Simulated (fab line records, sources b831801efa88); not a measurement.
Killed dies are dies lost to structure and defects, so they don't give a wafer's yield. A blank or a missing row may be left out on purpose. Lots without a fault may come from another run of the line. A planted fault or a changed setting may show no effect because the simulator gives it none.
fab line records | flow sky130
record lots=7 wafers=21 last_day=50
route steps=708 shown VIA3@589 METAL4@598 PAD_OPEN@708
lots that met no fault: from a run of the same line without faults
start_h: hours from the record's first day to the start of the lot's first wafer shown | wait_h: hours since the lot's step before | " the same as in the row above | L1.1+2: a row that stands for several wafers | - no value, or no start given | * or withheld: withheld | < > ~ a bound
route shown NAME@n: a module of which the file shows steps, and the number in the route of the first | usual: mean/standard deviation of fault-free wafers | same: alike in all rows | chamber/n: place in a boat | sites: the reading at each site | _std_site: their standard deviation | _edge_site: outer sites' mean less inner sites' | radius_mm: how far each site lies from the wafer's centre | mask NAME#n: copy n | behind: the tool/chamber that last shaped the wafer | hold: why the lot was held/for how many hours/how that ended | device: the transistor (n, p or np) that didn't switch | end of line: the same wafers' tests at the end of the route | a step without rows: its recipe alone | killed: dies lost to structure and defects at the first sort, not the wafer's yield | map: a wafer's dies, x killed, . not, _ none there
set.NAME: the setting as run; set.NAME@STEP: as run at that earlier step | model.NAME: the simulator's own value behind a step, which no gauge read
lots at some steps of the route; a table a step, a row a wafer
services: from which hour (start_h, from the record's first day; less than 0 if before it) a tool's chamber was out of use, for how many hours, and why
## steps
# step SKY_VIA3_STRIP_16
# recipe chemistry=O2/N2 power_w=1400 pressure_mtorr=1500 platen_temp_c=withheld o2_flow_sccm=3000 n2_flow_sccm=300 overash_fraction=0.5
# step SKY_VIA3_STRIP_17
# recipe chemistry=post_etch_residue_remover time_s=1200 temp_c=72.5
# step SKY_VIA3_CLEAN_18
# recipe chemistry=IPA time_s=180 temp_c=25
# step SKY_VIA3_CLEAN_19
# recipe chemistry=O3/DIW dry=n2_spin
# step SKY_VIA3_SPUTTER_20
# recipe material=TiN target_thk_nm=20 chamber_pressure_pa=5 power_w=4000 time_s=80
# usual cathode_dc_power_W=4000.0/0.82 throttle_valve_pct=29.9/0.72
# columns lot.wafer tool chamber start_h wait_h cathode_dc_power_W throttle_valve_pct
L175.3 pvd_sputter-01 - 946.53 0.0 4000.3 29.6
L175.4 " - " " 4000.3 28.6
L175.5 " - " " 4001.9 28.8
L181.1 pvd_sputter-02 - 1014.67 0.0 3999.1 30.9
L181.3 " - " " 4000.5 30.4
L181.5 " - " " 4001.0 30.8
L182.3 pvd_sputter-02 - 1016.51 0.0 4001.0 30.4
L182.4 " - " " 4001.6 30.3
L182.5 " - " " 4001.7 30.4
L190.1 pvd_sputter-02 - 1049.21 0.0 3999.5 29.1
L190.5 " - " " 4000.4 30.5
L190.6 " - " " 4000.2 30.7
L191.2 pvd_sputter-01 - 1060.80 0.0 4000.9 28.7
L191.5 " - " " 4000.7 28.9
L191.6 " - " " 4000.7 29.6
L192.1 pvd_sputter-01 - 1072.47 0.0 3999.8 29.0
L192.3 " - " " 3999.8 29.5
L192.6 " - " " 4001.0 28.9
L194.1 pvd_sputter-04 - 1075.02 0.0 4001.0 30.2
L194.3 " - " " 4001.5 29.1
L194.5 " - " " 3999.2 30.7
# step SKY_VIA3_CVD_21
# recipe material=W target_thk_nm=390 time_s=117.31 temp_c=400 pressure_torr=40
# usual heater_power_w=848/73
# columns lot.wafer tool chamber start_h wait_h heater_power_w
L175.3 cvd_w-02 0 946.67 0.1 710
L175.4 " 0 " " 754
L175.5 " 0 " " 728
L181.1 cvd_w-01 1 1014.85 0.2 882
L181.3 " 0 " " 907
L181.5 " 0 " " 911
L182.3 cvd_w-01 1 1016.61 0.1 849
L182.4 " 0 " " 908
L182.5 " 0 " " 900
L190.1 cvd_w-01 0 1049.27 0.0 917
L190.5 " 0 " " 900
L190.6 " 1 " " 863
L191.2 cvd_w-01 1 1060.86 0.0 864
L191.5 " 1 " " 864
L191.6 " 0 " " 905
L192.1 cvd_w-02 1 1072.53 0.0 878
L192.3 " 1 " " 893
L192.6 " 1 " " 886
L194.1 cvd_w-02 1 1075.08 0.0 900
L194.3 " 1 " " 879
L194.5 " 0 " " 729
# step SKY_VIA3_RS_MEAS_22
# recipe thk_meas_gauge=four-point-probe reads=W_of_VIA3_CVD_21+TiN_of_VIA3_SPUTTER_20
# usual VIA3_W_RS=0.292/0.003
# columns lot.wafer tool chamber start_h wait_h VIA3_W_RS[ohm/sq]
L175.3 film_metro-02 - 946.88 0.2 0.289
L175.4 " - " " 0.290
L175.5 " - " " 0.286
L181.1 film_metro-01 - 1014.98 0.1 0.290
L181.3 " - " " 0.292
L181.5 " - " " 0.291
L182.3 film_metro-01 - 1016.74 0.1 0.291
L182.4 " - " " 0.289
L182.5 " - " " 0.290
L190.1 film_metro-02 - 1049.40 0.1 0.295
L190.5 " - " " 0.293
L190.6 " - " " 0.298
L191.2 film_metro-01 - 1061.00 0.1 0.297
L191.5 " - " " 0.294
L191.6 " - " " 0.293
L192.1 film_metro-02 - 1072.65 0.1 0.293
L192.3 " - " " 0.295
L192.6 " - " " 0.297
L194.1 film_metro-02 - 1075.20 0.1 0.291
L194.3 " - " " 0.291
L194.5 " - " " 0.291
# step SKY_VIA3_THK_MEAS_23
# recipe thk_meas_gauge=xrf reads=W_of_VIA3_CVD_21
# usual VIA3_W_THK=402/6.2
# columns lot.wafer tool chamber start_h wait_h VIA3_W_THK[nm]
L175.3 film_metro-02 - 946.98 0.1 406
L175.4 " - " " 404
L175.5 " - " " 414
L181.1 film_metro-01 - 1015.10 0.1 399
L181.3 " - " " 395
L181.5 " - " " 398
L182.3 film_metro-01 - 1016.84 0.1 400
L182.4 " - " " 402
L182.5 " - " " 398
L190.1 film_metro-02 - 1049.52 0.1 400
L190.5 " - " " 401
L190.6 " - " " 395
L191.2 film_metro-01 - 1061.11 0.1 394
L191.5 " - " " 398
L191.6 " - " " 397
L192.1 film_metro-02 - 1072.77 0.1 395
L192.3 " - " " 397
L192.6 " - " " 395
L194.1 film_metro-02 - 1075.32 0.1 401
L194.3 " - " " 401
L194.5 " - " " 401
# step SKY_VIA3_CMP_24
# recipe stop_on=SiO2 t_overpolish_s=20 down_force_psi=3.5 platen_rpm=60 target_thk_nm=0 pad_velocity_m_s=0.94248
# step SKY_METAL4_SPUTTER_00
# recipe material=Ti target_thk_nm=15 power_w=3000 time_s=10 chamber_pressure_pa=0.4
# usual cathode_dc_power_W=3000.1/0.57 throttle_valve_pct=30.0/0.8
# columns lot.wafer tool chamber start_h wait_h cathode_dc_power_W throttle_valve_pct
L175.3 pvd_sputter-03 - 947.32 0.1 3000.2 29.1
L175.4 " - " " 2999.6 31.0
L175.5 " - " " 3000.1 29.5
L181.1 pvd_sputter-02 - 1015.51 0.2 3000.4 30.8
L181.3 " - " " 2999.9 30.3
L181.5 " - " " 3000.2 29.1
L182.3 pvd_sputter-03 - 1017.18 0.1 2999.9 29.1
L182.4 " - " " 3000.1 29.3
L182.5 " - " " 3000.1 31.4
L190.1 pvd_sputter-03 - 1049.88 0.2 2999.4 29.0
L190.5 " - " " 3001.1 29.5
L190.6 " - " " 3001.2 31.4
L191.2 pvd_sputter-03 - 1061.46 0.2 3000.2 31.2
L191.5 " - " " 2999.2 29.0
L191.6 " - " " 2999.9 29.5
L192.1 pvd_sputter-04 - 1073.13 0.1 3000.4 30.7
L192.3 " - " " 2999.9 29.1
L192.6 " - " " 3000.2 31.0
L194.1 pvd_sputter-03 - 1075.68 0.2 2999.2 29.6
L194.3 " - " " 3001.0 29.2
L194.5 " - " " 2999.4 29.2
# step SKY_METAL4_SPUTTER_01
# recipe material=TiN target_thk_nm=20 power_w=6500 time_s=16.7 chamber_pressure_pa=0.4
# usual cathode_dc_power_W=6499.8/1.2 throttle_valve_pct=30.1/0.8
# columns lot.wafer tool chamber start_h wait_h cathode_dc_power_W throttle_valve_pct
L175.3 pvd_sputter-03 - 947.34 0.0 6499.8 29.0
L175.4 " - " " 6500.0 31.5
L175.5 " - " " 6501.2 29.7
L181.1 pvd_sputter-02 - 1015.53 0.0 6500.9 30.8
L181.3 " - " " 6499.8 30.6
L181.5 " - " " 6498.6 29.0
L182.3 pvd_sputter-03 - 1017.20 0.0 6500.7 29.3
L182.4 " - " " 6499.0 29.5
L182.5 " - " " 6498.9 31.3
L190.1 pvd_sputter-03 - 1049.90 0.0 6500.1 29.2
L190.5 " - " " 6499.5 29.6
L190.6 " - " " 6502.1 31.0
L191.2 pvd_sputter-03 - 1061.48 0.0 6499.2 31.2
L191.5 " - " " 6499.0 29.2
L191.6 " - " " 6500.7 29.6
L192.1 pvd_sputter-04 - 1073.15 0.0 6500.5 31.0
L192.3 " - " " 6498.9 29.1
L192.6 " - " " 6500.2 30.7
L194.1 pvd_sputter-03 - 1075.70 0.0 6499.6 29.2
L194.3 " - " " 6500.8 29.2
L194.5 " - " " 6500.3 28.9
# step SKY_METAL4_SPUTTER_02
# recipe material=AlCu target_thk_nm=735 power_w=10600 time_s=39.1 chamber_pressure_pa=0.4
# step SKY_METAL4_SPUTTER_03
# recipe material=Ti target_thk_nm=5 power_w=3000 time_s=3.3 chamber_pressure_pa=0.4
# usual cathode_dc_power_W=2999.9/0.52 throttle_valve_pct=30.0/0.81
# columns lot.wafer tool chamber start_h wait_h cathode_dc_power_W throttle_valve_pct
L175.3 pvd_sputter-03 - 947.40 0.0 3000.1 29.3
L175.4 " - " " 2999.6 31.1
L175.5 " - " " 2999.5 29.4
L181.1 pvd_sputter-02 - 1015.59 0.0 2998.8 30.9
L181.3 " - " " 2998.9 30.6
L181.5 " - " " 3000.4 29.5
L182.3 pvd_sputter-03 - 1017.26 0.0 2999.7 29.0
L182.4 " - " " 3000.5 29.4
L182.5 " - " " 3000.1 31.3
L190.1 pvd_sputter-03 - 1049.96 0.0 3109.1 29.1
L190.5 " - " " 3109.7 29.6
L190.6 " - " " 3109.5 31.5
L191.2 pvd_sputter-03 - 1061.55 0.0 3109.0 31.4
L191.5 " - " " 3109.7 29.0
L191.6 " - " " 3109.3 29.5
L192.1 pvd_sputter-04 - 1073.22 0.0 2999.0 30.6
L192.3 " - " " 2999.8 28.9
L192.6 " - " " 3000.0 31.0
L194.1 pvd_sputter-03 - 1075.77 0.0 3109.9 29.4
L194.3 " - " " 3109.2 29.2
L194.5 " - " " 3110.5 29.1
# step SKY_METAL4_SPUTTER_04
# recipe material=TiN target_thk_nm=70 power_w=6500 time_s=58.3 chamber_pressure_pa=0.4
# usual cathode_dc_power_W=6499.9/1.1 throttle_valve_pct=30.0/0.8
# columns lot.wafer tool chamber start_h wait_h cathode_dc_power_W throttle_valve_pct
L175.3 pvd_sputter-03 - 947.42 0.0 6501.3 29.1
L175.4 " - " " 6500.1 31.4
L175.5 " - " " 6500.5 29.7
L181.1 pvd_sputter-02 - 1015.61 0.0 6499.1 30.9
L181.3 " - " " 6498.6 30.2
L181.5 " - " " 6501.3 29.2
L182.3 pvd_sputter-03 - 1017.28 0.0 6500.6 29.2
L182.4 " - " " 6503.1 29.5
L182.5 " - " " 6499.8 31.2
L190.1 pvd_sputter-03 - 1049.98 0.0 6500.2 29.0
L190.5 " - " " 6499.8 29.6
L190.6 " - " " 6500.1 30.8
L191.2 pvd_sputter-03 - 1061.57 0.0 6501.7 31.3
L191.5 " - " " 6499.1 29.0
L191.6 " - " " 6499.0 29.5
L192.1 pvd_sputter-04 - 1073.24 0.0 6497.0 30.7
L192.3 " - " " 6501.7 29.3
L192.6 " - " " 6499.0 30.5
L194.1 pvd_sputter-03 - 1075.78 0.0 6498.8 29.5
L194.3 " - " " 6499.1 29.0
L194.5 " - " " 6499.0 29.3
# step SKY_PAD_OPEN_PROBE_99
# usual defect_limited_yield=82.7/1.9 killed_at_M0_to_M3=43/6.8 killed_at_M4_up=3.0/1.8 killed_at_contacts=23/5.4 killed_at_front_end=15/4.4 killed_at_other=0.3/0.51 killed_dies=85/9.2 killed_open=47/6.8 killed_short=39/6.8 sort_bin_3_pad_short=0.8/0.43 sort_bin_5_function=10.3/1.5 sort_bin_6_memory=6.2/0.96 sort_n_pass=407/9.2 sort_yield_pct=82.7/1.9
# same gross_dies=492 killed_at_back_side=0 sort_bin_4_leakage[%]=0 sort_bin_8_speed[%]=0
# columns lot.wafer tool chamber start_h wait_h defect_limited_yield[%] killed_at_M0_to_M3 killed_at_M4_up killed_at_contacts killed_at_front_end killed_at_other killed_dies killed_open killed_short sort_bin_3_pad_short[%] sort_bin_5_function[%] sort_bin_6_memory[%] sort_n_pass sort_yield_pct[%]
L175.3 prober-01 - 1090.42 0.2 82.3 43 2 25 17 0 87 48 39 0.6 11.2 5.9 405 82.3
L175.4 prober-01 - 1090.47 0.2 82.3 48 0 24 15 0 87 51 36 0.6 11.2 5.9 405 82.3
L175.5 prober-01 - 1090.52 0.2 85.4 31 5 22 13 1 72 49 23 0.4 7.1 7.1 420 85.4
L181.1 prober-02 - 1145.92 0.1 80.1 58 5 17 18 0 98 55 43 1.4 12.0 6.5 394 80.1
L181.3 prober-02 - 1146.02 0.2 80.7 50 4 26 15 0 95 42 53 0.6 11.6 7.1 397 80.7
L181.5 prober-02 - 1146.12 0.2 82.7 54 1 17 13 0 85 50 35 0.4 12.2 4.7 407 82.7
L182.3 prober-01 - 1147.17 0.2 81.5 43 1 22 25 0 91 48 43 1.0 10.8 6.7 401 81.5
L182.4 prober-01 - 1147.22 0.2 82.5 38 4 26 18 0 86 43 43 0.4 11.0 6.1 406 82.5
L182.5 prober-01 - 1147.27 0.2 82.9 46 1 24 13 0 84 46 38 1.2 8.1 7.7 408 82.9
L190.1 prober-02 - 1176.43 0.1 83.5 45 3 14 18 1 81 48 33 0.6 10.2 5.7 411 83.5
L190.5 prober-02 - 1176.63 0.2 81.5 44 6 22 19 0 91 51 40 1.4 10.6 6.5 401 81.5
L190.6 prober-02 - 1176.68 0.2 82.3 41 3 30 13 0 87 47 40 0.6 10.6 6.5 405 82.3
L192.1 prober-02 - 1191.54 0.1 81.7 51 2 19 18 0 90 56 34 0.8 11.6 5.9 402 81.7
L192.3 prober-02 - 1191.64 0.2 84.1 34 0 23 21 0 78 45 33 0.8 8.5 6.5 414 84.1
L192.6 prober-02 - 1191.79 0.2 84.3 46 3 21 7 0 77 41 36 1.0 8.9 5.7 415 84.3
L194.1 prober-01 - 1194.13 0.1 84.8 37 6 22 9 1 75 38 37 0.8 9.6 4.9 417 84.8
L194.3 prober-01 - 1194.23 0.2 86.8 34 3 17 10 1 65 49 16 0.2 8.5 4.5 427 86.8
L194.5 prober-01 - 1194.33 0.2 82.7 47 4 22 12 0 85 45 40 0.2 11.2 5.9 407 82.7
# killed by level:class
L175.3 VIA1:geometric_particle:open=15 LI_CONTACT:geometric_particle:open=10 CONTACT:geometric_particle:open=6 VIA3:geometric_particle:open=6 FIELD_ISO:geometric_particle:open=5 VIA1:geometric_particle:short=5 VIA2:geometric_particle:short=5 LI_CONTACT:geometric_particle:short=4
L175.4 VIA1:geometric_particle:open=10 LI_CONTACT:geometric_particle:open=7 CONTACT:geometric_particle:open=7 POLY_GATE:geometric_particle:open=6 VIA3:geometric_particle:open=6 CONTACT:geometric_particle:short=6 VIA1:geometric_particle:short=6 VIA2:geometric_particle:short=5
L175.5 VIA1:geometric_particle:open=13 CONTACT:geometric_particle:open=12 LI_CONTACT:geometric_particle:open=5 VIA3:geometric_particle:open=5 FIELD_ISO:geometric_particle:open=4 METAL2:geometric_particle:short=4 METAL3:geometric_particle:short=4 POLY_GATE:geometric_particle:open=3
L181.1 VIA1:geometric_particle:open=16 VIA2:geometric_particle:open=13 FIELD_ISO:geometric_particle:open=9 VIA1:geometric_particle:short=7 METAL1:geometric_particle:short=5 LOCAL_INTERCONNECT:geometric_particle:short=5 VIA3:geometric_particle:open=5 METAL2:geometric_particle:short=5
L181.3 VIA1:geometric_particle:open=13 METAL1:geometric_particle:short=8 LI_CONTACT:geometric_particle:open=7 CONTACT:geometric_particle:short=7 VIA1:geometric_particle:short=7 METAL2:geometric_particle:short=6 VIA2:geometric_particle:open=6 LOCAL_INTERCONNECT:geometric_particle:short=5
L181.5 VIA1:geometric_particle:open=16 VIA1:geometric_particle:short=7 CONTACT:geometric_particle:short=5 CONTACT:geometric_particle:open=5 VIA2:geometric_particle:short=5 VIA2:geometric_particle:open=5 VIA3:geometric_particle:open=5 METAL1:geometric_particle:short=4
L182.3 VIA3:geometric_particle:open=10 CONTACT:geometric_particle:short=8 POLY_GATE:geometric_particle:open=7 POLY_GATE:geometric_particle:short=6 VIA2:geometric_particle:open=6 CONTACT:geometric_particle:open=6 METAL1:geometric_particle:short=5 VIA1:geometric_particle:open=5
L182.4 VIA1:geometric_particle:open=10 CONTACT:geometric_particle:open=8 POLY_GATE:geometric_particle:short=7 CONTACT:geometric_particle:short=7 LI_CONTACT:geometric_particle:open=7 POLY_GATE:geometric_particle:open=5 METAL1:geometric_particle:short=5 METAL2:geometric_particle:short=5
L182.5 LI_CONTACT:geometric_particle:open=10 VIA2:geometric_particle:open=10 VIA1:geometric_particle:open=8 METAL1:geometric_particle:short=7 CONTACT:geometric_particle:open=6 POLY_GATE:geometric_particle:short=5 METAL3:geometric_particle:short=5 LOCAL_INTERCONNECT:geometric_particle:short=4
L190.1 VIA1:geometric_particle:open=11 VIA3:geometric_particle:open=9 METAL1:geometric_particle:short=7 VIA2:geometric_particle:open=6 CONTACT:geometric_particle:open=6 LI_CONTACT:geometric_particle:open=5 METAL2:geometric_particle:short=5 FIELD_ISO:geometric_particle:short=4
L190.5 VIA3:geometric_particle:open=11 VIA1:geometric_particle:open=10 POLY_GATE:geometric_particle:open=7 CONTACT:geometric_particle:open=7 VIA2:geometric_particle:open=6 POLY_GATE:geometric_particle:short=5 LI_CONTACT:geometric_particle:open=5 LOCAL_INTERCONNECT:geometric_particle:short=4
L190.6 CONTACT:geometric_particle:open=10 VIA1:geometric_particle:open=8 METAL1:geometric_particle:short=8 VIA2:geometric_particle:open=7 LI_CONTACT:geometric_particle:open=6 CONTACT:geometric_particle:short=5 VIA1:geometric_particle:short=5 LOCAL_INTERCONNECT:geometric_particle:open=4
L192.1 VIA1:geometric_particle:open=16 CONTACT:geometric_particle:open=11 VIA2:geometric_particle:open=7 VIA1:geometric_particle:short=6 FIELD_ISO:geometric_particle:open=5 POLY_GATE:geometric_particle:open=5 POLY_GATE:geometric_particle:short=5 LI_CONTACT:geometric_particle:open=5
L192.3 CONTACT:geometric_particle:open=8 VIA1:geometric_particle:open=7 FIELD_ISO:geometric_particle:short=6 LI_CONTACT:geometric_particle:open=5 VIA2:geometric_particle:open=5 VIA2:geometric_particle:short=5 FIELD_ISO:geometric_particle:open=4 POLY_GATE:geometric_particle:short=4
L192.6 VIA1:geometric_particle:open=9 VIA1:geometric_particle:short=8 METAL2:geometric_particle:short=8 CONTACT:geometric_particle:open=7 VIA2:geometric_particle:open=6 VIA3:geometric_particle:open=6 METAL1:geometric_particle:short=5 LI_CONTACT:geometric_particle:open=5
L194.1 CONTACT:geometric_particle:open=9 VIA1:geometric_particle:short=8 METAL1:geometric_particle:short=7 VIA1:geometric_particle:open=7 LI_CONTACT:geometric_particle:open=6 METAL4:geometric_particle:short=5 VIA3:geometric_particle:open=5 POLY_GATE:geometric_particle:open=4
L194.3 VIA1:geometric_particle:open=17 LI_CONTACT:geometric_particle:open=7 CONTACT:geometric_particle:open=4 METAL2:geometric_particle:open=4 FIELD_ISO:geometric_particle:open=3 VIA2:geometric_particle:open=3 VIA3:geometric_particle:open=3 FIELD_ISO:geometric_particle:short=2
L194.5 VIA1:geometric_particle:open=13 CONTACT:geometric_particle:open=10 METAL1:geometric_particle:short=8 LI_CONTACT:geometric_particle:open=7 VIA1:geometric_particle:short=6 VIA3:geometric_particle:short=6 METAL3:geometric_particle:short=4 FIELD_ISO:geometric_particle:open=3
## services
# columns tool chamber start_h hours kind
cvd_w-02 1 934.45 14.6 repair
pvd_sputter-01 - 955.24 3.0 repair
pvd_sputter-01 - 980.00 37.5 repair
cvd_w-01 0 983.84 4.6 repair
cvd_w-02 - 1007.77 6.9 pm
cvd_w-02 - 1014.67 14.6 pm
pvd_sputter-04 - 1022.26 1.9 repair
cvd_w-01 1 1028.23 13.9 repair
cvd_w-02 - 1029.43 2.8 pm
cvd_w-01 - 1033.31 2.8 pm
cvd_w-02 1 1034.46 7.3 repair
cvd_w-02 0 1035.70 9.4 repair
pvd_sputter-03 - 1045.19 1.1 repair
cvd_w-02 - 1065.54 0.3 repair
## key
first_sign step=SKY_METAL4_SPUTTER_03 reading=cathode_dc_power_W direction=up sigmas=99+ usual=2999.9 struck=3109.5
effect none on later readings
met_at SKY_METAL4_SPUTTER_03
struck_wafers L190.1,L190.5,L190.6,L191.2,L191.5,L191.6,L194.1,L194.3,L194.5
onset_between 1017.26 1049.96
fault kind=process_parameter_drift tool=pvd_sputter-03 chamber=- onset_h=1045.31 steps=SKY_METAL4_SPUTTER_03 channel=power_w offset=* shape=step end_h=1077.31 acts_in=* stated=*
